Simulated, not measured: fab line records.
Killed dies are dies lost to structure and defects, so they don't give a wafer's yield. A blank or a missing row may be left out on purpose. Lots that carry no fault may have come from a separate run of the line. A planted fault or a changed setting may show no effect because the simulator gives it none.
Which of the tools did it? ; flow gf180mcu ; 33 wafers from 11 lots sampled at 5 of the route's 602 steps

== WHAT THE GAUGES READ, wafer by wafer ==
GF_V4_BOW_MEAS_05. Usual: for V4_BOW the level is 133 um and the standard deviation is 8.2.
lot;measured;on;V4_BOW (um);flag
L287;day 23 05:40;film_metro-01;138 128 139;
L288;day 23 07:37;film_metro-04;134 128 126;
L289;day 23 23:37;film_metro-04;131 133 142;
L293;day 25 14:01;film_metro-01;134 136 121;
L303;day 29 04:35;film_metro-01;135 130 141;
L305;day 29 12:03;film_metro-03;123 133 116;
L306;day 29 20:35;film_metro-03;130 138 124;
L307;day 30 02:45;film_metro-04;130 127 131;
L308;day 30 07:45;film_metro-04;146 140 139;
L309;day 30 10:56;film_metro-04;140 145 137;
L310;day 30 20:28;film_metro-01;125 119 124;

== WHAT TOOL EACH LOT RAN ON (gives the tool, then ch and the chambers of the sampled wafers, and finally the start) ==
lot;GF_V3_SPUTTER_22;GF_M4_SPUTTER_02;GF_M4_METAL_ETCH_16;GF_M4_STRIP_17
L287;pvd_sputter-01, day 22 04:09;pvd_sputter-01, day 22 04:55;rie_metal-01 ch 0,1, day 23 04:26;plasma_asher-04 ch 0,1, day 23 04:32
L288;pvd_sputter-02, day 22 05:43;pvd_sputter-04, day 22 06:29;rie_metal-03 ch 0,1, day 23 06:24;plasma_asher-03 ch 0,1, day 23 06:31
L289;pvd_sputter-02, day 22 22:11;pvd_sputter-01, day 22 22:57;rie_metal-01 ch 0,1, day 23 22:24;plasma_asher-04 ch 0,1, day 23 22:31
L293;pvd_sputter-02, day 24 12:55;pvd_sputter-04, day 24 13:41;rie_metal-01 ch 0,1, day 25 12:42;plasma_asher-04 ch 0,1, day 25 12:49
L303;pvd_sputter-02, day 28 04:55;pvd_sputter-03, day 28 05:41;rie_metal-04 ch 0,1, day 29 03:20;plasma_asher-03 ch 0,1, day 29 03:27
L305;pvd_sputter-03, day 28 14:56;pvd_sputter-01, day 28 15:43;rie_metal-01 ch 0,1, day 29 10:49;plasma_asher-04 ch 0,1, day 29 10:55
L306;pvd_sputter-03, day 28 23:31;pvd_sputter-03, day 29 00:17;rie_metal-01 ch 0,1, day 29 19:07;plasma_asher-03 ch 0,1, day 29 19:14
L307;pvd_sputter-02, day 29 05:03;pvd_sputter-04, day 29 06:29;rie_metal-03 ch 0,1, day 30 01:25;plasma_asher-03 ch 0,1, day 30 01:31
L308;pvd_sputter-02, day 29 11:07;pvd_sputter-01, day 29 11:52;rie_metal-04 ch 0,1, day 30 06:15;plasma_asher-03 ch 0,1, day 30 06:22
L309;pvd_sputter-03, day 29 13:28;pvd_sputter-01, day 29 14:35;rie_metal-01 ch 0,1, day 30 09:41;plasma_asher-03 ch 0,1, day 30 09:48
L310;pvd_sputter-01, day 30 00:20;pvd_sputter-03, day 30 01:07;rie_metal-01 ch 0, day 30 19:14;plasma_asher-02 ch 0,1, day 30 19:21
- GF_V3_SPUTTER_22: material TiN, target thk 10 nm, time 40 s.
- GF_M4_SPUTTER_02: material AlCu, target thk 450 nm, time 23.9 s.
- GF_M4_METAL_ETCH_16: etches the open film in Cl2/BCl3, stops on SiO2, target depth 627.5 nm, time 104.6 s.
- GF_M4_STRIP_17: strips in O2/N2.

== AS READ BY THE TOOLS THEMSELVES (means over the sampled wafers that have a number; for cases with no such wafer, the mark the record gives instead) ==
GF_V3_SPUTTER_22. Usual: 30.0 % for throttle_valve_pct, sd 1.3.
lot;tool;throttle_valve_pct (%);flag
L287;pvd_sputter-01;30.9;
L288;pvd_sputter-02;28.8;
L289;pvd_sputter-02;29.5;
L293;pvd_sputter-02;28.7;
L303;pvd_sputter-02;28.9;
L305;pvd_sputter-03;30.8;
L306;pvd_sputter-03;29.8;
L307;pvd_sputter-02;29.1;
L308;pvd_sputter-02;29.5;
L309;pvd_sputter-03;30.7;
L310;pvd_sputter-01;31.3;

GF_M4_SPUTTER_02. Usual: 30.6 % for throttle_valve_pct, sd 1.3.
lot;tool;throttle_valve_pct (%);flag
L287;pvd_sputter-01;31.1;
L288;pvd_sputter-04;29.5;
L289;pvd_sputter-01;30.9;
L293;pvd_sputter-04;30.0;
L303;pvd_sputter-03;30.2;
L305;pvd_sputter-01;31.2;
L306;pvd_sputter-03;29.9;
L307;pvd_sputter-04;29.0;
L308;pvd_sputter-01;31.7;
L309;pvd_sputter-01;32.1;
L310;pvd_sputter-03;31.8;

GF_M4_METAL_ETCH_16. Usual: drypump_motor_current_A 5.5 A, standard deviation 0.35; oes_product_au 0.972 a.u., standard deviation 0.0056; run_length_s 132.8 s, standard deviation 0.4; throttle_valve_pct 28.250 %, standard deviation 0.01.
lot;tool;drypump_motor_current_A (A);oes_product_au (a.u.);run_length_s (s);throttle_valve_pct (%);flag
L287;rie_metal-01;5.3;0.976;132.7;28.243;
L288;rie_metal-03;5.7;0.975;133.4;28.254;
L289;rie_metal-01;5.5;0.974;132.6;28.254;
L293;rie_metal-01;5.5;0.950;135.7;28.278;OFF
L303;rie_metal-04;5.5;0.977;132.6;28.257;
L305;rie_metal-01;5.5;0.967;132.8;28.256;
L306;rie_metal-01;5.5;0.967;132.8;28.257;
L307;rie_metal-03;5.7;0.973;133.0;28.246;
L308;rie_metal-04;5.3;0.966;132.4;28.247;
L309;rie_metal-01;5.4;0.974;132.7;28.259;
L310;rie_metal-01;5.2;0.969;132.5;28.244;

GF_M4_STRIP_17. Usual: drypump_motor_current_A 5.6 A, standard deviation 0.57; heater_power_w 322 W, standard deviation 25; oes_product_au 0.558 a.u., standard deviation 0.0053; strip_time_to_endpoint_s 7.88 s, standard deviation 0.035.
lot;tool;drypump_motor_current_A (A);heater_power_w (W);oes_product_au (a.u.);strip_time_to_endpoint_s (s);flag
L287;plasma_asher-04;5.6;294;0.560;7.82;
L288;plasma_asher-03;6.3;355;0.556;7.86;
L289;plasma_asher-04;5.4;305;0.557;7.88;
L293;plasma_asher-04;5.6;292;0.554;7.77;OFF
L303;plasma_asher-03;6.5;343;0.561;7.94;
L305;plasma_asher-04;5.6;292;0.553;7.86;
L306;plasma_asher-03;6.5;350;0.562;7.89;
L307;plasma_asher-03;6.5;342;0.559;7.90;
L308;plasma_asher-03;6.3;354;0.557;7.90;
L309;plasma_asher-03;6.5;338;0.551;7.85;
L310;plasma_asher-02;5.1;333;0.555;7.89;

== THE ANSWER, worked out from the rows above alone ==
Rule: a lot counts as off when the mean over its wafers that have a number is more than 3 standard deviations away from the usual mean. Also off: a lot with no number at a reading for which 4 or more lots have one. Where the step has rows for the other lots, those lots are counted as sound. Order of review: gauges by route order, followed by the tools' own readings, for which a lot's mean as printed above is used. The first step at which some lot is off is used, and at that step the reading that is off furthest; a lot without a number counts as furthest.
Off: L293 (GF_M4_METAL_ETCH_16, run_length_s).
If a tool, at that step or one of the process steps before it, ran each lot that is off and ran no sound lot following the first of them, it fits. Not one of the candidates tried fits.

== WHAT HAD BEEN PUT IN BY THE SIMULATOR ==
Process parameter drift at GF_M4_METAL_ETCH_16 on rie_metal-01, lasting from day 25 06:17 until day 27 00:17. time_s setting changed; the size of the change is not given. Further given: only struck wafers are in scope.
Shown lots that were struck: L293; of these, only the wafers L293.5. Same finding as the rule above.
